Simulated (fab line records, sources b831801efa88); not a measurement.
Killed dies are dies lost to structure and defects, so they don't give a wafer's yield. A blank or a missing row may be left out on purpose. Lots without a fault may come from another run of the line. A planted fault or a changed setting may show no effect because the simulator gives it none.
Which tool did it? | flow gf180mcu | 10 lots, 29 wafers sampled, at 6 steps of a route of 602

WHAT THE GAUGES READ, wafer by wafer
GF_V4_THK_MEAS_25: measures by xrf.
lot  | measured     | on            | V4_W_THK (nm)
L473 | day 25 03:09 | film_metro-01 | 359 354 362
L475 | day 25 20:52 | film_metro-03 | 359 358 372
L482 | day 28 09:23 | film_metro-04 | 369 354
L485 | day 29 02:25 | film_metro-04 | 360 360 361
L487 | day 29 15:53 | film_metro-01 | 362 362 365
L488 | day 29 22:42 | film_metro-01 | 366 357 365
L490 | day 30 10:29 | film_metro-01 | 367 363 364
L492 | day 30 22:22 | film_metro-04 | 368 359 367
L493 | day 31 04:47 | film_metro-04 | 357 365 362
L494 | day 31 14:35 | film_metro-03 | 360 364 359

GF_MIM_RS_MEAS_10: measures by four-point-probe.
lot  | measured     | on            | MIM_ALCU_RS (ohm/sq)
L473 | day 25 03:56 | film_metro-03 | 0.1643 0.1616 0.1614
L475 | day 25 21:40 | film_metro-02 | 0.1625 0.1650 0.1631
L482 | day 28 10:11 | film_metro-02 | 0.1400 0.1402 0.1400 0.1403
L485 | day 29 03:11 | film_metro-02 | 0.1431 0.1426 0.1414 0.1434 0.1427 0.1413
L487 | day 29 16:40 | film_metro-02 | 0.1624 0.1635 0.1636
L488 | day 29 23:28 | film_metro-03 | 0.1571 0.1584 0.1593
L490 | day 30 11:16 | film_metro-03 | 0.1576 0.1570 0.1587
L492 | day 30 23:09 | film_metro-03 | 0.1600 0.1609 0.1619
L493 | day 31 05:35 | film_metro-02 | 0.1625 0.1630 0.1611
L494 | day 31 15:22 | film_metro-02 | 0.1638 0.1628 0.1621

GF_MIM_THK_MEAS_11: measures by xrf.
lot  | measured     | on            | MIM_ALCU_THK (nm)
L473 | day 25 04:03 | film_metro-03 | 196.7 201.2 202.8
L475 | day 25 21:46 | film_metro-02 | 198.4 196.8 198.7
L482 | day 28 12:24 | film_metro-02 | 230.5 229.5 230.5 231.3
L485 | day 29 06:25 | film_metro-02 | 224.7 225.7 228.3 225.9 226.5 228.1
L487 | day 29 16:47 | film_metro-02 | 199.4 198.2 198.4
L488 | day 29 23:35 | film_metro-03 | 207.2 205.2 204.5
L490 | day 30 11:23 | film_metro-03 | 207.1 207.4 205.0
L492 | day 30 23:16 | film_metro-03 | 203.1 202.2 201.4
L493 | day 31 05:41 | film_metro-02 | 199.2 198.5 201.1
L494 | day 31 15:29 | film_metro-02 | 197.4 198.1 199.2

WHICH TOOL RAN EACH LOT (tool, then ch and the chambers of the sampled wafers, then the start)
lot  | GF_M4_METAL_ETCH_16               | GF_M4_STRIP_17                       | GF_MIM_SPUTTER_08
L473 | rie_metal-04 ch 0,1, day 24 02:29 | plasma_asher-04 ch 0,1, day 24 02:38 | pvd_sputter-03, day 25 03:52
L475 | rie_metal-04 ch 0,1, day 24 21:38 | plasma_asher-03 ch 0,1, day 24 21:44 | pvd_sputter-03, day 25 21:33
L482 | rie_metal-04 ch 1, day 27 10:59   | plasma_asher-03 ch 0,1, day 27 11:08 | pvd_sputter-03, day 28 10:04
L485 | rie_metal-03 ch 0,1, day 28 04:47 | plasma_asher-04 ch 0,1, day 28 04:54 | pvd_sputter-03, day 29 03:08
L487 | rie_metal-04 ch 0,1, day 28 18:55 | plasma_asher-03 ch 0,1, day 28 19:02 | pvd_sputter-01, day 29 16:36
L488 | rie_metal-03 ch 0, day 29 01:16   | plasma_asher-02 ch 0,1, day 29 01:29 | pvd_sputter-04, day 29 23:25
L490 | rie_metal-02 ch 0,1, day 29 13:39 | plasma_asher-02 ch 0, day 29 13:46   | pvd_sputter-04, day 30 11:12
L492 | rie_metal-03 ch 0,1, day 30 01:59 | plasma_asher-03 ch 0,1, day 30 02:05 | pvd_sputter-04, day 30 23:05
L493 | rie_metal-04 ch 0,1, day 30 08:22 | plasma_asher-04 ch 0,1, day 30 08:28 | pvd_sputter-03, day 31 05:30
L494 | rie_metal-04 ch 1, day 30 18:22   | plasma_asher-04 ch 0,1, day 30 18:28 | pvd_sputter-01, day 31 15:18
- GF_M4_METAL_ETCH_16: etches the open film in Cl2/BCl3, stops on SiO2, target depth 627.5 nm, time 104.6 s.
- GF_M4_STRIP_17: strips in O2/N2.
- GF_MIM_SPUTTER_08: material AlCu, target thk 200 nm, time 10.6 s.

WHAT THE TOOLS THEMSELVES READ (means of the sampled wafers that have a number; where no wafer has one, the mark that the record gives instead)
GF_M4_METAL_ETCH_16.
lot  | tool         | bcl3_flow_sccm (sccm) | bias_w (W) | drypump_motor_current_A (A) | oes_product_au (a.u.) | throttle_valve_pct (%)
L473 | rie_metal-04 | 39.93                 | 140.0      | 6.1                         | 0.966                 | 28.258
L475 | rie_metal-04 | 39.85                 | 139.8      | 5.9                         | 0.973                 | 28.241
L482 | rie_metal-04 | 40.04                 | 140.2      | 6.2                         | 0.963                 | 28.262
L485 | rie_metal-03 | 40.00                 | 139.9      | 6.2                         | 0.971                 | 28.256
L487 | rie_metal-04 | 39.99                 | 139.6      | 5.9                         | 0.974                 | 28.255
L488 | rie_metal-03 | 40.01                 | 140.4      | 6.6                         | 0.970                 | 28.251
L490 | rie_metal-02 | 40.06                 | 140.3      | 6.0                         | 0.972                 | 28.246
L492 | rie_metal-03 | 40.08                 | 139.6      | 6.2                         | 0.974                 | 28.252
L493 | rie_metal-04 | 39.90                 | 139.7      | 5.9                         | 0.974                 | 28.249
L494 | rie_metal-04 | 40.01                 | 139.9      | 6.2                         | 0.971                 | 28.248

GF_M4_STRIP_17.
lot  | tool            | drypump_motor_current_A (A) | heater_power_w (W) | n2_flow_sccm (sccm) | oes_product_au (a.u.) | strip_time_to_endpoint_s (s)
L473 | plasma_asher-04 | 5.51                        | 293                | 300.1               | 0.556                 | 7.84
L475 | plasma_asher-03 | 5.96                        | 395                | 299.7               | 0.562                 | 7.87
L482 | plasma_asher-03 | 5.93                        | 381                | 299.8               | 0.556                 | 7.78
L485 | plasma_asher-04 | 5.82                        | 311                | 300.1               | 0.555                 | 7.80
L487 | plasma_asher-03 | 5.94                        | 378                | 299.0               | 0.564                 | 7.92
L488 | plasma_asher-02 | 6.17                        | 376                | 299.9               | 0.557                 | 7.80
L490 | plasma_asher-02 | 6.32                        | 392                | 300.1               | 0.555                 | 7.83
L492 | plasma_asher-03 | 5.96                        | 395                | 299.3               | 0.556                 | 7.84
L493 | plasma_asher-04 | 5.52                        | 290                | 300.3               | 0.554                 | 7.85
L494 | plasma_asher-04 | 5.80                        | 311                | 299.3               | 0.556                 | 7.80

GF_MIM_SPUTTER_08.
lot  | tool           | throttle_valve_pct (%)
L473 | pvd_sputter-03 | 29.6
L475 | pvd_sputter-03 | 30.1
L482 | pvd_sputter-03 | 29.3
L485 | pvd_sputter-03 | 30.2
L487 | pvd_sputter-01 | 30.9
L488 | pvd_sputter-04 | 30.4
L490 | pvd_sputter-04 | 30.4
L492 | pvd_sputter-04 | 29.9
L493 | pvd_sputter-03 | 29.9
L494 | pvd_sputter-01 | 30.5

THE ANSWER, worked out from the rows above alone
Rule: what is usual is taken from the lots themselves. Put in order of their means at a reading, lots are off if they are a third of the lots or fewer, leave a main group of 4 or more, and stand apart from it by a gap of 3 or more times the standard deviation of the main group's means; of several such gaps the widest counts. A main group whose means are all the same, to the digits that the tables above print for the reading, isn't used. A lot without any number at a reading at which 4 lots or more have one is off too. The other lots that the step has rows for count as sound. The gauges are gone through in route order, then the tools' own readings, and for those a lot's mean is taken as printed above. The first step at which some lot is off is used, and at that step the reading that is off furthest; a lot without a number counts as furthest.
Off: L482, L485, at GF_MIM_RS_MEAS_10 (MIM_ALCU_RS). The main group: mean 0.1614 ohm/sq, standard deviation 0.0021.
A tool fits if, at a process step before that reading, it ran every lot that is off, and no sound lot after the first of them. The gauges at GF_MIM_RS_MEAS_10 are tried like those tools. None of those tried fits.

WHAT THE SIMULATOR HAD PUT IN
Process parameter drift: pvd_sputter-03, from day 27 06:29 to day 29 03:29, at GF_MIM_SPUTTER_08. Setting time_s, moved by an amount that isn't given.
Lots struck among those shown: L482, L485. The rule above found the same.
